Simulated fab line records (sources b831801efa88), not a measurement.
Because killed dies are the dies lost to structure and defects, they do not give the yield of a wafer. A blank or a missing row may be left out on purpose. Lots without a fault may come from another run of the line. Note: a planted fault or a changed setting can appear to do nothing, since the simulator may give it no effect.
Chamber matching + flow sky130 + 4 sister chambers for SKY_LI_CONTACT_CMP_24 on cmp-02
The step polishes, stops on PSG, t overpolish 20 s, target thk 0 nm. 8 wafers are shown with their chamber, then 10 later ones without.

## WAFERS PAIRED WITH THEIR CHAMBERS
| wafer  | chamber | motorCurrentA (A) | timeToEndpointS (s) |
|--------|---------|-------------------|---------------------|
| L172.1 | 3       | 10.7              | 108                 |
| L173.5 | 1       | 10.7              | 100                 |
| L175.1 | 1       | 11.2              | 95                  |
| L175.2 | 3       | 10.8              | 106                 |
| L174.2 | 2       | 11.2              | 99                  |
| L174.5 | 0       | 8.9               | 94                  |
| L177.2 | 2       | 11.0              | 99                  |
| L177.4 | 0       | 9.0               | 92                  |

## WAFERS WITH NO CHAMBER GIVEN
| wafer  | motorCurrentA (A) | timeToEndpointS (s) |
|--------|-------------------|---------------------|
| L177.6 | 11.9              | 98                  |
| L178.1 | 11.3              | 103                 |
| L178.4 | 11.6              | 107                 |
| L178.6 | 10.7              | 101                 |
| L179.1 | 11.0              | 100                 |
| L179.4 | 8.8               | 93                  |
| L179.5 | 11.4              | 102                 |
| L184.3 | 11.2              | 105                 |
| L184.4 | 9.5               | 94                  |
| L184.5 | 10.9              | 96                  |

## THE CHAMBER EACH PASSED THROUGH
| wafer  | from the rows above          | in truth |
|--------|------------------------------|----------|
| L177.6 | can't be placed: 2 or 1      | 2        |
| L178.1 | can't be placed: 2 or 1 or 3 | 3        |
| L178.4 | can't be placed: 3 or 2 or 1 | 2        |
| L178.6 | can't be placed: 1 or 2 or 3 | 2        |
| L179.1 | can't be placed: 2 or 1      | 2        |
| L179.4 | 0                            | 0        |
| L179.5 | can't be placed: 2 or 1 or 3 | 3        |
| L184.3 | can't be placed: 3 or 2 or 1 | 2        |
| L184.4 | 0                            | 0        |
| L184.5 | can't be placed: 1 or 2      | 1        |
Correct placement for 2 of the 10. Unplaceable from these rows: 8, with the true chamber sitting among the candidates in 8. Wrongly placed: 0.
How it was worked out, from the rows above alone: a wafer's distance from a chamber is the root of the sum, over the readings, of the square of ((its reading less the chamber's mean) divided by the reading's scatter). The wafer belongs to the nearest chamber; if the next one is less than 2 further off, it can't be placed. A chamber's mean is the mean of its shown wafers. The scatter: the root of (the sum of the squares of (reading less its chamber's mean) over the shown wafers, divided by (wafers less chambers)).
